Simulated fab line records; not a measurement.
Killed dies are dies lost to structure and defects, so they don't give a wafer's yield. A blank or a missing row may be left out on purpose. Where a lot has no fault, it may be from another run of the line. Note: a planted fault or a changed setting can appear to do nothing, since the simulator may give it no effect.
fab line records + flow sky130
record:
- lots: 12
- wafers: 36
- last_day: 50
route steps=708 shown METAL2@489 PAD_OPEN@708
lots untouched by any fault: they come from a run of this same line in which no faults occurred
start_h: hours from the record's first day to the start of the lot's first wafer shown + wait_h: how many hours have passed since the lot's step before this one + " repeats the value in the row above + L1.1+2: several wafers, shown together as one row + - no value present, or no start provided + * or withheld: withheld + < > ~ a bound
route shown NAME@n: a module of which the file shows steps, and the number in the route of the first + usual: average and standard deviation across the fault-free wafers + same: alike in all rows + chamber/n: place in a boat + sites: the reading at each site + _std_site: the standard deviation of these + _edge_site: inner sites' mean taken away from outer sites' mean + radius_mm: for every site, how far away it sits from the centre of the wafer + mask NAME#n: copy n + behind: tool/chamber where the wafer was last shaped + hold: why the lot was held/for how many hours/how that ended + device: the transistor (n, p or np) that didn't switch + end of line: tests run on the same wafers once the route is complete + a step with no rows: only its recipe + killed: not the wafer's yield, but the dies lost to structure and defects at the first sort + map: shows each die of a wafer: x if killed, . if not, _ if none is there
set.NAME: the setting that was run; set.NAME@STEP: the one run at that earlier step + model.NAME: the simulator's own value behind a step, which no gauge read
one table for each step of the route and one row for each wafer, over a sample of lots
services: from which hour (start_h, from the record's first day; less than 0 if before it) a tool's chamber was out of use, for how many hours, and why
== steps ==
step: SKY_METAL2_THK_MEAS_06
recipe:
- thk_meas_gauge: xrf
- reads: AlCu_of_METAL2_SPUTTER_02
usual:
- METAL2_ALCU_THK: 249.9/2.6
| lot.wafer | tool          | chamber | start_h | wait_h | METAL2_ALCU_THK[nm] |
|-----------|---------------|---------|---------|--------|---------------------|
| L236.1    | film_metro-01 | -       | 792.51  | 0.1    | 248.7               |
| L236.3    | "             | -       | "       | "      | 247.6               |
| L236.6    | "             | -       | "       | "      | 248.4               |
| L237.1    | film_metro-03 | -       | 796.16  | 0.1    | 250.7               |
| L237.3    | "             | -       | "       | "      | 255.9               |
| L237.6    | "             | -       | "       | "      | 250.8               |
| L238.1    | film_metro-03 | -       | 812.79  | 0.1    | 247.7               |
| L238.3    | "             | -       | "       | "      | 245.9               |
| L238.4    | "             | -       | "       | "      | 250.6               |
| L240.1    | film_metro-01 | -       | 826.98  | 0.1    | 250.8               |
| L240.3    | "             | -       | "       | "      | 252.3               |
| L240.6    | "             | -       | "       | "      | 250.3               |
| L244.1    | film_metro-02 | -       | 864.53  | 0.1    | 254.4               |
| L244.2    | "             | -       | "       | "      | 251.2               |
| L244.3    | "             | -       | "       | "      | 250.8               |
| L247.1    | film_metro-01 | -       | 886.77  | 0.1    | 249.2               |
| L247.3    | "             | -       | "       | "      | 250.7               |
| L247.6    | "             | -       | "       | "      | 251.0               |
| L252.1    | film_metro-01 | -       | 920.05  | 0.1    | 245.2               |
| L252.2    | "             | -       | "       | "      | 245.5               |
| L252.3    | "             | -       | "       | "      | 245.4               |
| L253.3    | film_metro-03 | -       | 923.93  | 0.1    | 249.2               |
| L253.5    | "             | -       | "       | "      | 253.3               |
| L253.6    | "             | -       | "       | "      | 250.8               |
| L254.2    | film_metro-03 | -       | 934.65  | 0.1    | 246.9               |
| L254.3    | "             | -       | "       | "      | 252.8               |
| L254.4    | "             | -       | "       | "      | 252.1               |
| L257.2    | film_metro-01 | -       | 948.24  | 0.1    | 248.5               |
| L257.4    | "             | -       | "       | "      | 250.1               |
| L257.5    | "             | -       | "       | "      | 248.1               |
| L259.3    | film_metro-03 | -       | 965.28  | 0.1    | 247.7               |
| L259.4    | "             | -       | "       | "      | 250.5               |
| L259.6    | "             | -       | "       | "      | 247.9               |
| L258.1    | film_metro-01 | -       | 965.50  | 0.1    | 253.1               |
| L258.5    | "             | -       | "       | "      | 249.4               |
| L258.6    | "             | -       | "       | "      | 249.6               |
step: SKY_METAL2_CD_MEAS_15
recipe:
- target_cd_nm: 140
usual:
- cd_nm: 139.3/1.5
| lot.wafer | tool      | chamber | start_h | wait_h | cd_nm |
|-----------|-----------|---------|---------|--------|-------|
| L236.1    | cd_sem-02 | -       | 819.08  | -      | 139.6 |
| L236.3    | "         | -       | "       | "      | 139.7 |
| L236.6    | "         | -       | "       | "      | 138.9 |
| L237.1    | cd_sem-01 | -       | 823.23  | -      | 139.1 |
| L237.3    | "         | -       | "       | "      | 139.0 |
| L237.6    | "         | -       | "       | "      | 137.8 |
| L238.1    | cd_sem-02 | -       | 838.43  | -      | 137.8 |
| L238.3    | "         | -       | "       | "      | 138.1 |
| L238.4    | "         | -       | "       | "      | 137.9 |
| L240.1    | cd_sem-01 | -       | 852.68  | -      | 137.5 |
| L240.3    | "         | -       | "       | "      | 137.4 |
| L240.6    | "         | -       | "       | "      | 138.9 |
| L244.1    | cd_sem-01 | -       | 890.42  | -      | 141.2 |
| L244.2    | "         | -       | "       | "      | 142.0 |
| L244.3    | "         | -       | "       | "      | 142.2 |
| L247.1    | cd_sem-01 | -       | 911.97  | -      | 140.8 |
| L247.3    | "         | -       | "       | "      | 141.4 |
| L247.6    | "         | -       | "       | "      | 141.0 |
| L252.1    | cd_sem-01 | -       | 944.08  | -      | 138.3 |
| L252.2    | "         | -       | "       | "      | 138.5 |
| L252.3    | "         | -       | "       | "      | 139.9 |
| L253.3    | cd_sem-01 | -       | 948.01  | -      | 136.9 |
| L253.5    | "         | -       | "       | "      | 136.5 |
| L253.6    | "         | -       | "       | "      | 137.8 |
| L254.2    | cd_sem-01 | -       | 962.84  | -      | 138.6 |
| L254.3    | "         | -       | "       | "      | 136.1 |
| L254.4    | "         | -       | "       | "      | 137.2 |
| L257.2    | cd_sem-01 | -       | 972.44  | -      | 139.5 |
| L257.4    | "         | -       | "       | "      | 141.0 |
| L257.5    | "         | -       | "       | "      | 139.2 |
| L259.3    | cd_sem-01 | -       | 987.12  | -      | 138.6 |
| L259.4    | "         | -       | "       | "      | 139.3 |
| L259.6    | "         | -       | "       | "      | 138.9 |
| L258.1    | cd_sem-02 | -       | 988.38  | -      | 140.8 |
| L258.5    | "         | -       | "       | "      | 140.8 |
| L258.6    | "         | -       | "       | "      | 137.9 |
step: SKY_METAL2_ETCH_18
recipe:
- chemistry: N2/H2
- target: BARC
- ion_energy_ev: 200
- bias_w: 100
- pressure_mtorr: 30
- n2_flow_sccm: 100
- h2_flow_sccm: 200
- icp_w: 500
- stop_on: SiO2
- time_s: 45.9
- target_depth_a: 600
usual:
- bias_w: 100.0/0.33
- drypump_motor_current_A: 5.9/0.41
- oes_product_au: 0.854/0.0049
- run_length_s: 74.2/0.78
- throttle_valve_pct: 13.225/0.0091
| lot.wafer | tool         | chamber | start_h | wait_h | bias_w | drypump_motor_current_A | oes_product_au | rf_hours_counter_h | run_length_s | throttle_valve_pct |
|-----------|--------------|---------|---------|--------|--------|-------------------------|----------------|--------------------|--------------|--------------------|
| L236.1    | rie_metal-03 | 0       | 819.27  | 0.0    | 100.2  | 6.3                     | 0.852          | 10                 | 73.5         | 13.232             |
| L236.3    | "            | 0       | "       | "      | 99.9   | 6.3                     | 0.860          | -                  | 73.8         | 13.232             |
| L236.6    | "            | 1       | "       | "      | 100.5  | 5.5                     | 0.863          | -                  | 74.2         | 13.219             |
| L237.1    | rie_metal-04 | 1       | 823.42  | 0.0    | 99.9   | 6.1                     | 0.853          | 13                 | 74.5         | 13.214             |
| L237.3    | "            | 0       | "       | "      | 99.0   | 5.3                     | 0.860          | -                  | 73.9         | 13.214             |
| L237.6    | "            | 1       | "       | "      | 99.7   | 6.1                     | 0.845          | -                  | 74.1         | 13.219             |
| L238.1    | rie_metal-04 | 1       | 838.62  | 0.0    | 100.3  | 6.1                     | 0.852          | 14                 | 74.5         | 13.242             |
| L238.3    | "            | 0       | "       | "      | 100.1  | 5.3                     | 0.864          | -                  | 73.4         | 13.233             |
| L238.4    | "            | 1       | "       | "      | 100.3  | 6.1                     | 0.858          | -                  | 74.7         | 13.241             |
| L240.1    | rie_metal-01 | 1       | 852.87  | 0.0    | 100.4  | 5.4                     | 0.852          | 4                  | 73.7         | 13.228             |
| L240.3    | "            | 1       | "       | "      | 99.9   | 5.4                     | 0.856          | -                  | 73.4         | 13.213             |
| L240.6    | "            | 0       | "       | "      | 99.9   | 6.2                     | 0.857          | -                  | 74.8         | 13.218             |
| L244.1    | rie_metal-01 | 0       | 890.64  | 0.1    | -      | 6.2                     | 0.954          | 7                  | 69.8         | 13.258             |
| L244.2    | "            | 0       | "       | "      | -      | 6.2                     | 0.950          | -                  | 70.2         | 13.231             |
| L244.3    | "            | 0       | "       | "      | -      | 6.2                     | 0.950          | -                  | 70.1         | 13.223             |
| L247.1    | rie_metal-01 | 0       | 912.16  | 0.0    | -      | 6.2                     | 0.953          | 9                  | 69.6         | 13.234             |
| L247.3    | "            | 1       | "       | "      | -      | 5.4                     | 0.954          | -                  | 68.6         | 13.239             |
| L247.6    | "            | 1       | "       | "      | -      | 5.4                     | 0.957          | -                  | 68.8         | 13.237             |
| L252.1    | rie_metal-04 | 1       | 944.27  | 0.0    | 99.6   | 6.1                     | 0.859          | 18                 | 74.2         | 13.214             |
| L252.2    | "            | 0       | "       | "      | 99.8   | 5.3                     | 0.852          | 14                 | 74.1         | 13.205             |
| L252.3    | "            | 0       | "       | "      | 100.2  | 5.3                     | 0.854          | -                  | 73.8         | 13.232             |
| L253.3    | rie_metal-03 | 1       | 948.18  | 0.0    | 99.4   | 5.5                     | 0.863          | -                  | 73.8         | 13.215             |
| L253.5    | "            | 1       | "       | "      | 100.3  | 5.5                     | 0.869          | -                  | 74.0         | 13.231             |
| L253.6    | "            | 0       | "       | "      | 99.8   | 6.3                     | 0.855          | -                  | 73.7         | 13.236             |
| L254.2    | rie_metal-04 | 1       | 963.01  | 0.0    | 100.1  | 6.2                     | 0.856          | 19                 | 74.4         | 13.240             |
| L254.3    | "            | 0       | "       | "      | 99.9   | 5.3                     | 0.852          | -                  | 74.1         | 13.214             |
| L254.4    | "            | 1       | "       | "      | 99.6   | 6.2                     | 0.857          | -                  | 74.3         | 13.222             |
| L257.2    | rie_metal-03 | 1       | 972.61  | 0.0    | 99.6   | 5.5                     | 0.849          | 3                  | 73.8         | 13.212             |
| L257.4    | "            | 0       | "       | "      | 100.3  | 6.3                     | 0.856          | -                  | 73.6         | 13.220             |
| L257.5    | "            | 1       | "       | "      | 99.7   | 5.5                     | 0.850          | -                  | 74.0         | 13.230             |
| L259.3    | rie_metal-01 | 0       | 987.29  | 0.0    | 100.3  | 6.2                     | 0.857          | -                  | 75.3         | 13.231             |
| L259.4    | "            | 1       | "       | "      | 99.7   | 5.4                     | 0.854          | -                  | 73.5         | 13.228             |
| L259.6    | "            | 0       | "       | "      | 100.4  | 6.2                     | 0.847          | -                  | 75.0         | 13.243             |
| L258.1    | rie_metal-04 | 0       | 988.57  | 0.0    | 99.7   | 5.3                     | 0.853          | 16                 | 74.1         | 13.217             |
| L258.5    | "            | 1       | "       | "      | 99.7   | 6.1                     | 0.858          | -                  | 74.3         | 13.237             |
| L258.6    | "            | 0       | "       | "      | 99.9   | 5.3                     | 0.849          | -                  | 73.7         | 13.223             |
step: SKY_METAL2_STRIP_20
recipe:
- chemistry: O2/N2
- power_w: 1400
- pressure_mtorr: 1500
- platen_temp_c: withheld
- o2_flow_sccm: 3000
- n2_flow_sccm: 300
- overash_fraction: 0.5
usual:
- drypump_motor_current_A: 5.7/0.51
- oes_product_au: 0.342/0.0046
- strip_time_to_endpoint_s: 2.68/0.04
| lot.wafer | tool            | chamber | start_h | wait_h | drypump_motor_current_A | oes_product_au | rf_hours_counter_h | strip_time_to_endpoint_s |
|-----------|-----------------|---------|---------|--------|-------------------------|----------------|--------------------|--------------------------|
| L236.1    | plasma_asher-03 | 1       | 819.42  | 0.1    | 5.1                     | 0.344          | 68                 | 2.68                     |
| L236.3    | "               | 1       | "       | "      | 5.1                     | 0.345          | -                  | 2.72                     |
| L236.6    | "               | 0       | "       | "      | 5.6                     | 0.341          | -                  | 2.64                     |
| L237.1    | plasma_asher-02 | 0       | 823.57  | 0.1    | 5.3                     | 0.346          | 103                | 2.70                     |
| L237.3    | "               | 0       | "       | "      | 5.4                     | 0.339          | -                  | 2.69                     |
| L237.6    | "               | 1       | "       | "      | 6.3                     | 0.336          | -                  | 2.70                     |
| L238.1    | plasma_asher-04 | 1       | 838.77  | 0.1    | 6.4                     | 0.345          | 9                  | 2.72                     |
| L238.3    | "               | 0       | "       | "      | 5.3                     | 0.344          | -                  | 2.66                     |
| L238.4    | "               | 1       | "       | "      | 6.4                     | 0.349          | -                  | 2.65                     |
| L240.1    | plasma_asher-02 | 0       | 853.02  | 0.1    | 5.4                     | 0.338          | 106                | 2.67                     |
| L240.3    | "               | 1       | "       | "      | 6.4                     | 0.340          | -                  | 2.69                     |
| L240.6    | "               | 1       | "       | "      | 6.3                     | 0.341          | -                  | 2.64                     |
| L244.1    | plasma_asher-02 | 0       | 890.94  | 0.1    | 5.3                     | 0.337          | 110                | 2.67                     |
| L244.2    | "               | 1       | "       | "      | 6.4                     | 0.343          | 110                | 2.69                     |
| L244.3    | "               | 1       | "       | "      | 6.4                     | 0.346          | -                  | 2.70                     |
| L247.1    | plasma_asher-02 | 0       | 912.31  | 0.1    | 5.3                     | 0.342          | 112                | 2.71                     |
| L247.3    | "               | 0       | "       | "      | 5.3                     | 0.346          | -                  | 2.69                     |
| L247.6    | "               | 0       | "       | "      | 5.3                     | 0.350          | -                  | 2.69                     |
| L252.1    | plasma_asher-02 | 0       | 944.43  | 0.1    | 5.3                     | 0.344          | 116                | 2.72                     |
| L252.2    | "               | 1       | "       | "      | 6.3                     | 0.348          | 116                | 2.72                     |
| L252.3    | "               | 0       | "       | "      | 5.3                     | 0.338          | -                  | 2.71                     |
| L253.3    | plasma_asher-04 | 1       | 948.34  | 0.1    | 6.4                     | 0.346          | -                  | 2.62                     |
| L253.5    | "               | 0       | "       | "      | 5.3                     | 0.335          | -                  | 2.67                     |
| L253.6    | "               | 1       | "       | "      | 6.4                     | 0.345          | -                  | 2.70                     |
| L254.2    | plasma_asher-02 | 1       | 963.16  | 0.1    | 6.3                     | 0.347          | 117                | 2.78                     |
| L254.3    | "               | 1       | "       | "      | 6.3                     | 0.342          | -                  | 2.72                     |
| L254.4    | "               | 0       | "       | "      | 5.3                     | 0.347          | -                  | 2.70                     |
| L257.2    | plasma_asher-02 | 1       | 972.76  | 0.1    | 6.3                     | 0.336          | 118                | 2.67                     |
| L257.4    | "               | 1       | "       | "      | 6.3                     | 0.345          | -                  | 2.74                     |
| L257.5    | "               | 1       | "       | "      | 6.3                     | 0.340          | -                  | 2.68                     |
| L259.3    | plasma_asher-03 | 1       | 987.46  | 0.1    | 5.1                     | 0.338          | -                  | 2.66                     |
| L259.4    | "               | 0       | "       | "      | 5.6                     | 0.349          | -                  | 2.74                     |
| L259.6    | "               | 0       | "       | "      | 5.6                     | 0.351          | -                  | 2.65                     |
| L258.1    | plasma_asher-02 | 1       | 988.72  | 0.1    | 6.4                     | 0.342          | 120                | 2.67                     |
| L258.5    | "               | 0       | "       | "      | 5.3                     | 0.349          | -                  | 2.74                     |
| L258.6    | "               | 1       | "       | "      | 6.3                     | 0.348          | -                  | 2.71                     |
step: SKY_PAD_OPEN_PROBE_99
usual:
- defect_limited_yield: 82.4/1.9
- killed_at_M0_to_M3: 43/7.1
- killed_at_M4_up: 3.2/1.7
- killed_at_contacts: 24/5.6
- killed_at_front_end: 16/5
- killed_at_other: 0.4/0.68
- killed_dies: 86/9.3
- killed_open: 47/7.1
- killed_short: 39/5.7
- sort_bin_3_pad_short: 0.9/0.38
- sort_bin_5_function: 10.4/1.5
- sort_bin_6_memory: 6.3/1.3
- sort_n_pass: 406/9.3
- sort_yield_pct: 82.4/1.9
same:
- gross_dies: 492
- killed_at_back_side: 0
- sort_bin_4_leakage[%]: 0
- sort_bin_8_speed[%]: 0
| lot.wafer | tool      | chamber | start_h | wait_h | defect_limited_yield[%] | killed_at_M0_to_M3 | killed_at_M4_up | killed_at_contacts | killed_at_front_end | killed_at_other | killed_dies | killed_open | killed_short | sort_bin_3_pad_short[%] | sort_bin_5_function[%] | sort_bin_6_memory[%] | sort_n_pass | sort_yield_pct[%] |
|-----------|-----------|---------|---------|--------|-------------------------|--------------------|-----------------|--------------------|---------------------|-----------------|-------------|-------------|--------------|-------------------------|------------------------|----------------------|-------------|-------------------|
| L247.1    | prober-02 | -       | 1142.67 | 0.1    | 83.7                    | 37                 | 1               | 28                 | 14                  | 0               | 80          | 50          | 30           | 1.2                     | 10.0                   | 5.1                  | 412         | 83.7              |
| L247.3    | prober-02 | -       | 1142.77 | 0.2    | 84.6                    | 40                 | 4               | 25                 | 7                   | 0               | 76          | 44          | 32           | 0.8                     | 7.5                    | 7.1                  | 416         | 84.6              |
| L247.6    | prober-02 | -       | 1142.92 | 0.2    | 82.5                    | 48                 | 2               | 26                 | 10                  | 0               | 86          | 44          | 42           | 0.8                     | 7.7                    | 8.9                  | 406         | 82.5              |
| L253.3    | prober-02 | -       | 1174.69 | 0.2    | 83.5                    | 37                 | 3               | 22                 | 16                  | 3               | 81          | 39          | 40           | 0.6                     | 10.4                   | 5.5                  | 411         | 83.5              |
| L253.5    | prober-02 | -       | 1174.79 | 0.2    | 79.5                    | 52                 | 3               | 31                 | 14                  | 1               | 101         | 51          | 49           | 1.8                     | 10.0                   | 8.7                  | 391         | 79.5              |
| L253.6    | prober-02 | -       | 1174.84 | 0.2    | 83.1                    | 43                 | 2               | 21                 | 17                  | 0               | 83          | 41          | 42           | 1.2                     | 10.6                   | 5.1                  | 409         | 83.1              |
| L254.2    | prober-01 | -       | 1180.54 | 0.1    | 79.5                    | 56                 | 4               | 24                 | 17                  | 0               | 101         | 56          | 44           | 0.8                     | 11.2                   | 8.5                  | 391         | 79.5              |
| L254.3    | prober-01 | -       | 1180.59 | 0.2    | 82.7                    | 39                 | 2               | 29                 | 15                  | 0               | 85          | 49          | 36           | 0.6                     | 9.3                    | 7.3                  | 407         | 82.7              |
| L254.4    | prober-01 | -       | 1180.64 | 0.2    | 83.1                    | 39                 | 3               | 30                 | 10                  | 1               | 83          | 44          | 39           | 1.4                     | 8.5                    | 6.9                  | 409         | 83.1              |
| L259.3    | prober-01 | -       | 1199.04 | 0.2    | 83.9                    | 35                 | 5               | 24                 | 14                  | 1               | 79          | 36          | 43           | 1.2                     | 8.9                    | 5.9                  | 413         | 83.9              |
| L259.4    | prober-01 | -       | 1199.09 | 0.2    | 83.7                    | 34                 | 7               | 25                 | 14                  | 0               | 80          | 41          | 39           | 0.6                     | 10.2                   | 5.5                  | 412         | 83.7              |
| L259.6    | prober-01 | -       | 1199.19 | 0.2    | 86.4                    | 42                 | 1               | 13                 | 11                  | 0               | 67          | 31          | 36           | 0.4                     | 7.9                    | 5.3                  | 425         | 86.4              |
| L258.1    | prober-02 | -       | 1201.82 | 0.1    | 84.6                    | 42                 | 1               | 13                 | 20                  | 0               | 76          | 37          | 39           | 1.0                     | 8.7                    | 5.7                  | 416         | 84.6              |
| L258.5    | prober-02 | -       | 1202.02 | 0.2    | 83.7                    | 35                 | 4               | 27                 | 14                  | 0               | 80          | 45          | 35           | 1.0                     | 9.3                    | 5.9                  | 412         | 83.7              |
| L258.6    | prober-02 | -       | 1202.07 | 0.2    | 80.5                    | 58                 | 4               | 20                 | 14                  | 0               | 96          | 58          | 38           | 0.6                     | 11.0                   | 7.9                  | 396         | 80.5              |
killed by level:class
L247.1 LI_CONTACT:geometric_particle:open=13 CONTACT:geometric_particle:open=10 VIA2:geometric_particle:open=7 VIA1:geometric_particle:open=6 VIA2:geometric_particle:short=5 POLY_GATE:geometric_particle:short=4 VIA3:geometric_particle:open=4 FIELD_ISO:geometric_particle:short=3
L247.3 CONTACT:geometric_particle:open=9 LI_CONTACT:geometric_particle:open=7 VIA2:geometric_particle:open=7 VIA2:geometric_particle:short=7 CONTACT:geometric_particle:short=5 METAL1:geometric_particle:short=5 VIA1:geometric_particle:open=5 METAL2:geometric_particle:short=4
L247.6 VIA1:geometric_particle:open=9 LI_CONTACT:geometric_particle:open=8 METAL1:geometric_particle:short=7 VIA2:geometric_particle:open=7 LI_CONTACT:geometric_particle:short=6 METAL2:geometric_particle:short=6 CONTACT:geometric_particle:open=5 FIELD_ISO:geometric_particle:short=4
L253.3 VIA1:geometric_particle:open=8 METAL2:geometric_particle:short=8 CONTACT:geometric_particle:short=7 CONTACT:geometric_particle:open=7 FIELD_ISO:geometric_particle:open=6 VIA1:geometric_particle:short=5 LI_CONTACT:geometric_particle:open=5 VIA3:geometric_particle:open=5
L253.5 VIA1:geometric_particle:open=13 CONTACT:geometric_particle:open=10 METAL2:geometric_particle:short=9 CONTACT:geometric_particle:short=7 LI_CONTACT:geometric_particle:short=6 METAL1:geometric_particle:short=6 VIA3:geometric_particle:open=6 VIA2:geometric_particle:open=6
L253.6 VIA1:geometric_particle:open=8 FIELD_ISO:geometric_particle:open=7 LOCAL_INTERCONNECT:geometric_particle:short=6 VIA1:geometric_particle:short=6 VIA2:geometric_particle:open=6 METAL1:geometric_particle:short=5 CONTACT:geometric_particle:open=5 POLY_GATE:geometric_particle:short=4
L254.2 VIA1:geometric_particle:open=19 LI_CONTACT:geometric_particle:open=7 VIA1:geometric_particle:short=7 LOCAL_INTERCONNECT:geometric_particle:short=6 CONTACT:geometric_particle:open=6 VIA2:geometric_particle:open=6 VIA3:geometric_particle:open=6 METAL3:geometric_particle:short=6
L254.3 LI_CONTACT:geometric_particle:open=12 VIA1:geometric_particle:open=7 METAL1:geometric_particle:short=7 CONTACT:geometric_particle:open=7 VIA2:geometric_particle:open=7 FIELD_ISO:geometric_particle:short=5 VIA3:geometric_particle:open=5 CONTACT:geometric_particle:short=4
L254.4 VIA1:geometric_particle:open=8 VIA2:geometric_particle:open=7 LI_CONTACT:geometric_particle:open=7 LOCAL_INTERCONNECT:geometric_particle:short=6 CONTACT:geometric_particle:short=6 METAL1:geometric_particle:short=6 CONTACT:geometric_particle:open=5 VIA3:geometric_particle:open=5
L259.3 VIA1:geometric_particle:open=12 METAL2:geometric_particle:short=9 FIELD_ISO:geometric_particle:short=7 LOCAL_INTERCONNECT:geometric_particle:short=6 LI_CONTACT:geometric_particle:open=5 CONTACT:geometric_particle:open=5 CONTACT:geometric_particle:short=5 METAL4:geometric_particle:short=4
L259.4 LI_CONTACT:geometric_particle:open=8 CONTACT:geometric_particle:open=8 METAL2:geometric_particle:short=8 VIA2:geometric_particle:open=7 METAL4:geometric_particle:short=6 VIA1:geometric_particle:open=6 FIELD_ISO:geometric_particle:short=4 FIELD_ISO:geometric_particle:open=4
L259.6 VIA1:geometric_particle:open=9 CONTACT:geometric_particle:short=7 VIA1:geometric_particle:short=7 VIA3:geometric_particle:open=6 VIA2:geometric_particle:open=5 METAL1:geometric_particle:short=4 METAL2:geometric_particle:short=4 VIA2:geometric_particle:short=3
L258.1 VIA3:geometric_particle:open=10 METAL3:geometric_particle:short=7 METAL1:geometric_particle:short=6 CONTACT:geometric_particle:open=6 VIA1:geometric_particle:short=5 FIELD_ISO:geometric_particle:short=4 POLY_GATE:geometric_particle:open=4 VIA2:geometric_particle:open=4
L258.5 LI_CONTACT:geometric_particle:open=12 VIA3:geometric_particle:open=7 CONTACT:geometric_particle:short=6 POLY_GATE:geometric_particle:open=5 VIA1:geometric_particle:open=5 VIA2:geometric_particle:open=5 FIELD_ISO:geometric_particle:short=4 METAL2:geometric_particle:short=4
L258.6 VIA1:geometric_particle:open=14 VIA3:geometric_particle:open=12 LI_CONTACT:geometric_particle:open=7 CONTACT:geometric_particle:open=7 VIA2:geometric_particle:open=6 METAL2:geometric_particle:short=6 FIELD_ISO:geometric_particle:open=5 METAL3:geometric_particle:short=5
== services ==
| tool            | chamber | start_h | hours | kind           |
|-----------------|---------|---------|-------|----------------|
| plasma_asher-02 | -       | 797.85  | 5.8   | repair         |
| rie_metal-01    | 1       | 806.30  | 1.3   | repair         |
| rie_metal-03    | -       | 829.06  | 1.4   | pm             |
| rie_metal-03    | -       | 830.50  | 14.6  | pm             |
| plasma_asher-03 | -       | 840.00  | 4.4   | repair         |
| plasma_asher-04 | -       | 841.65  | 2.1   | repair         |
| rie_metal-01    | 1       | 868.88  | 22.1  | repair         |
| plasma_asher-03 | -       | 880.70  | 2.3   | repair         |
| rie_metal-03    | 1       | 890.07  | -     | clean          |
| rie_metal-03    | 1       | 890.07  | 31.3  | scheduled_down |
| rie_metal-03    | 1       | 890.07  | 31.3  | vent_cycle     |
| plasma_asher-03 | -       | 956.70  | 2.8   | pm             |
| rie_metal-03    | 0       | 958.58  | 2.8   | repair         |
== key ==
first_sign:
- step: SKY_METAL2_ETCH_18
- reading: oes_product_au
- direction: up
- sigmas: 20
- usual: 0.854
- struck: 0.953
effect:
- step: SKY_METAL2_ETCH_18
- reading: run_length_s
- direction: down
- sigmas: 6
- usual: *
- struck: *
met_at SKY_METAL2_ETCH_18
struck_lots L244,L247
not_acting_at SKY_METAL2_THK_MEAS_06,SKY_METAL2_CD_MEAS_15,SKY_METAL2_STRIP_20
onset_between 852.87 890.64
fault:
- kind: process_parameter_drift
- tool: rie_metal-01
- chamber: -
- onset_h: 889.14
- steps: SKY_METAL2_ETCH_18
- channel: time_s
- offset: *
- shape: step
- end_h: 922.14
- acts_in: *
- stated: *
